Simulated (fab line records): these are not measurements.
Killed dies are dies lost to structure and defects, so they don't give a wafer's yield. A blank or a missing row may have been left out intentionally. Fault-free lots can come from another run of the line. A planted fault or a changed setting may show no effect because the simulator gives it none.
Shared-tool check / flow sky130 / 15 lots, 45 wafers sampled

== REASON IT WAS OPENED ==
SKY_VT_ADJUST_HVTR_TW_MEAS_11, reading VT_ADJUST_HVTR_TW: flagged on 3 of 15 lots. Wafers without a fault read 208.4, standard deviation 1.9.
Rule: flag the lot when none of its wafers has a number, or when each of its wafers that has one lies beyond 4 standard deviations from that mean. As for the other lots, they are considered sound.

lot=L283; measured=day 9 10:22; on=film metro-02; VT_ADJUST_HVTR_TW, wafer by wafer=207.2 208.0 207.2; flag=
lot=L285; measured=day 9 22:25; on=film metro-04; VT_ADJUST_HVTR_TW, wafer by wafer=207.4 207.4 207.0; flag=
lot=L286; measured=day 10 09:05; on=film metro-04; VT_ADJUST_HVTR_TW, wafer by wafer=209.5 208.6 208.0; flag=
lot=L287; measured=day 10 15:41; on=film metro-04; VT_ADJUST_HVTR_TW, wafer by wafer=30.0 29.9 30.0; flag=FLAGGED
lot=L288; measured=day 10 23:38; on=film metro-04; VT_ADJUST_HVTR_TW, wafer by wafer=30.1 30.1 30.1; flag=FLAGGED
lot=L289; measured=day 11 04:38; on=film metro-04; VT_ADJUST_HVTR_TW, wafer by wafer=30.3 30.2 30.1; flag=FLAGGED
lot=L290; measured=day 11 15:15; on=film metro-01; VT_ADJUST_HVTR_TW, wafer by wafer=209.5 210.7 210.4; flag=
lot=L299; measured=day 14 09:40; on=film metro-02; VT_ADJUST_HVTR_TW, wafer by wafer=206.3 205.0 205.2; flag=
lot=L300; measured=day 14 16:49; on=film metro-01; VT_ADJUST_HVTR_TW, wafer by wafer=210.5 209.6 210.3; flag=
lot=L301; measured=day 14 19:46; on=film metro-04; VT_ADJUST_HVTR_TW, wafer by wafer=209.9 208.7 209.3; flag=
lot=L302; measured=day 15 04:11; on=film metro-02; VT_ADJUST_HVTR_TW, wafer by wafer=206.6 206.7 205.3; flag=
lot=L303; measured=day 15 13:17; on=film metro-01; VT_ADJUST_HVTR_TW, wafer by wafer=210.7 209.5 211.1; flag=
lot=L304; measured=day 15 22:31; on=film metro-02; VT_ADJUST_HVTR_TW, wafer by wafer=205.2 206.5 206.6; flag=
lot=L305; measured=day 16 03:48; on=film metro-02; VT_ADJUST_HVTR_TW, wafer by wafer=206.3 206.3 206.2; flag=
lot=L306; measured=day 16 14:37; on=film metro-02; VT_ADJUST_HVTR_TW, wafer by wafer=207.5 207.8 205.6; flag=
On average the flagged lots' numbers are 30.1, which is -178.3 against the usual, or -94 standard deviations.

== WHICH TOOL EACH LOT WENT THROUGH ==
The record keeps 1 process step preceding the reading, out of 708 steps on the route. Cell contents, in order: the tool; ch with the chambers the sampled wafers went through; the start.
lot=L283; flag=; SKY_VT_ADJUST_HVTR_DEVELOP_06=litho track-04 ch 0, day 9 09:49
lot=L285; flag=; SKY_VT_ADJUST_HVTR_DEVELOP_06=litho track-04 ch 0, day 9 21:52
lot=L286; flag=; SKY_VT_ADJUST_HVTR_DEVELOP_06=litho track-04 ch 0, day 10 08:32
lot=L287; flag=FLAGGED; SKY_VT_ADJUST_HVTR_DEVELOP_06=litho track-04 ch 0, day 10 15:10
lot=L288; flag=FLAGGED; SKY_VT_ADJUST_HVTR_DEVELOP_06=litho track-04 ch 0, day 10 23:05
lot=L289; flag=FLAGGED; SKY_VT_ADJUST_HVTR_DEVELOP_06=litho track-04 ch 0, day 11 04:05
lot=L290; flag=; SKY_VT_ADJUST_HVTR_DEVELOP_06=litho track-02 ch 0, day 11 14:41
lot=L299; flag=; SKY_VT_ADJUST_HVTR_DEVELOP_06=litho track-03 ch 0, day 14 09:07
lot=L300; flag=; SKY_VT_ADJUST_HVTR_DEVELOP_06=litho track-02 ch 0, day 14 16:16
lot=L301; flag=; SKY_VT_ADJUST_HVTR_DEVELOP_06=litho track-04 ch 0, day 14 19:13
lot=L302; flag=; SKY_VT_ADJUST_HVTR_DEVELOP_06=litho track-03 ch 0, day 15 03:40
lot=L303; flag=; SKY_VT_ADJUST_HVTR_DEVELOP_06=litho track-04 ch 0, day 15 12:44
lot=L304; flag=; SKY_VT_ADJUST_HVTR_DEVELOP_06=litho track-03 ch 0, day 15 21:59
lot=L305; flag=; SKY_VT_ADJUST_HVTR_DEVELOP_06=litho track-04 ch 0, day 16 03:17
lot=L306; flag=; SKY_VT_ADJUST_HVTR_DEVELOP_06=litho track-02 ch 0, day 16 14:05
What the steps here do:
- SKY_VT_ADJUST_HVTR_DEVELOP_06: develop time 60 s.
- SKY_VT_ADJUST_HVTR_TW_MEAS_11

== FLAGGED OVER TOTAL, TOOL BY TOOL (the gauges that took the reading come last) ==
step=SKY_VT_ADJUST_HVTR_DEVELOP_06; tool=litho track-02; lots run=3; flagged=0; share of the flagged lots=none; sound lots run after its first flagged lot=-
step=SKY_VT_ADJUST_HVTR_DEVELOP_06; tool=litho track-03; lots run=3; flagged=0; share of the flagged lots=none; sound lots run after its first flagged lot=-
step=SKY_VT_ADJUST_HVTR_DEVELOP_06; tool=litho track-04; lots run=9; flagged=3; share of the flagged lots=all; sound lots run after its first flagged lot=3 (L301,L303,L305)
step=SKY_VT_ADJUST_HVTR_TW_MEAS_11; tool=film metro-01; lots run=3; flagged=0; share of the flagged lots=none; sound lots run after its first flagged lot=-
step=SKY_VT_ADJUST_HVTR_TW_MEAS_11; tool=film metro-02; lots run=6; flagged=0; share of the flagged lots=none; sound lots run after its first flagged lot=-
step=SKY_VT_ADJUST_HVTR_TW_MEAS_11; tool=film metro-04; lots run=6; flagged=3; share of the flagged lots=all; sound lots run after its first flagged lot=1 (L301)

== WHAT THE TABLE ALLOWS ==
In 2 table rows, all flagged lots were run: litho track-04 (SKY_VT_ADJUST_HVTR_DEVELOP_06), film metro-04 (SKY_VT_ADJUST_HVTR_TW_MEAS_11).
- litho track-04 at SKY_VT_ADJUST_HVTR_DEVELOP_06: 3 of its 9 lots flagged. After the first flagged lot (L301, L303, L305), sound lots still ran on it; a lasting fault on the whole tool would not permit that.
- film metro-04 at SKY_VT_ADJUST_HVTR_TW_MEAS_11: 3 of its 6 lots flagged. After the first flagged lot (L301), sound lots still ran on it; a lasting fault on the whole tool would not permit that.
None of the table's rows ran every flagged lot and, after the first, no sound lot.

== WHAT THE SIMULATOR PUT IN ==
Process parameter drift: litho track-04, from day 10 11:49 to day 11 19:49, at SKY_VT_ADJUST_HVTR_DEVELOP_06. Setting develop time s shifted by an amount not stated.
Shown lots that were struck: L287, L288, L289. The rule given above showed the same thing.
